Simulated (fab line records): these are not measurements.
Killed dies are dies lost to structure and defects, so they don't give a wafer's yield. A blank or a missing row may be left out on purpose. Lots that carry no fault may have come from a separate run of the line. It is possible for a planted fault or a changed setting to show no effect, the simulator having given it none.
A lot that was struck, set against a sound lot + flow sky130 + 30 out of 708 route steps
Sound: the wafers L324.3, L324.5, L324.6. Struck: wafer L312.4 (L312.2, L312.5, from the same lot, were not struck and are left out); the cause is given at the end.
At each step with rows: each side's tool, then ch and its chambers, then its first start. Under that, the readings that differ: sound wafers + struck wafers + difference of the means + sigmas: that difference in standard deviations of wafers without a fault.
alike: readings whose means differ by less than 2 such deviations, and words and numbers that are the same on both sides. not compared: withheld readings, readings that some wafer has no value for, bounds like >300 that may hide the same value, and numbers for which the record gives no deviation and whose values overlap.
A row with sigmas, a row that says differs or no value, or rows on one side alone: a step with any of these is where the two part. Numbers that don't overlap but have no deviation are shown without sigmas and don't part them. Lack of a reading on every wafer of one side parts them only where that side has two or more wafers.

first, 6 steps without rows for these wafers: SKY_SD_N_IMPLANT_10; SKY_SD_N_STRIP_11 (strips in O2/N2); SKY_SD_N_CLEAN_13 (cleans in SC1/SC2, time 150 s); SKY_SD_N_RTA_14 (time 2 s); SKY_SALICIDE_CLEAN_00 (cleans in HF-last, time 30 s); SKY_LI_CONTACT_HDPCVD_00 (deposits PSG, target thk 930 nm, time 155 s).
SKY_LI_CONTACT_CMP_02: polishes PSG.
  sound on cmp-01 ch 0,1, day 34 20:34; struck on cmp-01 ch 2, day 31 07:43
| reading                | sound          | struck | difference | sigmas |
|------------------------|----------------|--------|------------|--------|
| motor_current_A (A)    | 13.3 14.9 11.5 | 11.0   | -2.2       | -2     |
| time_to_endpoint_s (s) | 27 26 24       | 37     | +11        | +3     |
  alike: retaining_ring_pressure_frac
then, 22 steps without rows for these wafers: SKY_LI_CONTACT_DEHYDRATE_04 (time 60 s); SKY_LI_CONTACT_HMDS_05 (prime time 60 s); SKY_LI_CONTACT_COAT_06 (resist thk 60 nm); SKY_LI_CONTACT_COAT_07 (resist thk 450 nm); SKY_LI_CONTACT_SOFTBAKE_08 (time 90 s); SKY_LI_CONTACT_EXPOSE_09 (exposes mask LICM1, target cd 170 nm); SKY_LI_CONTACT_PEB_10; SKY_LI_CONTACT_DEVELOP_11 (develop time 60 s); SKY_LI_CONTACT_ETCH_14 (etches BARC in N2/H2, stops on SiO2, time 45.9 s, target depth 60 nm); SKY_LI_CONTACT_ETCH_15 (etches PSG in C4F8/O2/Ar, stops on Si, target depth 600 nm); SKY_LI_CONTACT_STRIP_16 (strips in O2/N2); SKY_LI_CONTACT_CLEAN_17 (cleans in NMP, time 600 s); SKY_LI_CONTACT_PRE_CLEAN_18 (time 5.6 s); SKY_LI_CONTACT_SPUTTER_19 (material Ti, target thk 20 nm, time 106.37 s); SKY_LI_CONTACT_SPUTTER_20 (material TiN, target thk 20 nm, time 76.81 s); SKY_LI_CONTACT_CVD_21 (deposits W, target thk 400 nm, time 120.56 s); SKY_LI_CONTACT_CMP_24 (polishes, stops on PSG, t overpolish 20 s, target thk 0 nm); SKY_LOCAL_INTERCONNECT_SPUTTER_00 (material TiN, target thk 100 nm, time 83.3 s); SKY_LOCAL_INTERCONNECT_DEHYDRATE_03 (time 60 s); SKY_LOCAL_INTERCONNECT_HMDS_04 (prime time 60 s); SKY_LOCAL_INTERCONNECT_COAT_05 (resist thk 60 nm); SKY_LOCAL_INTERCONNECT_COAT_06 (resist thk 450 nm).
-- a jump in the record: the struck wafers' starts before and after are 17 days apart (it breaks off in module LOCAL_INTERCONNECT and resumes in module PAD_OPEN, where the first step shown is number 708 of the route) --
SKY_PAD_OPEN_PROBE_99:
  rows exist in the record for the struck wafers here (prober-01, day 48 08:37), but not for the sound ones

WHERE THEY PART
First at SKY_LI_CONTACT_CMP_02; last, within this record, at SKY_PAD_OPEN_PROBE_99.

WHY: the cause the simulator had injected
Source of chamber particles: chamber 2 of cmp-01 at SKY_LI_CONTACT_CMP_02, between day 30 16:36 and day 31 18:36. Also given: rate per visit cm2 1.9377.
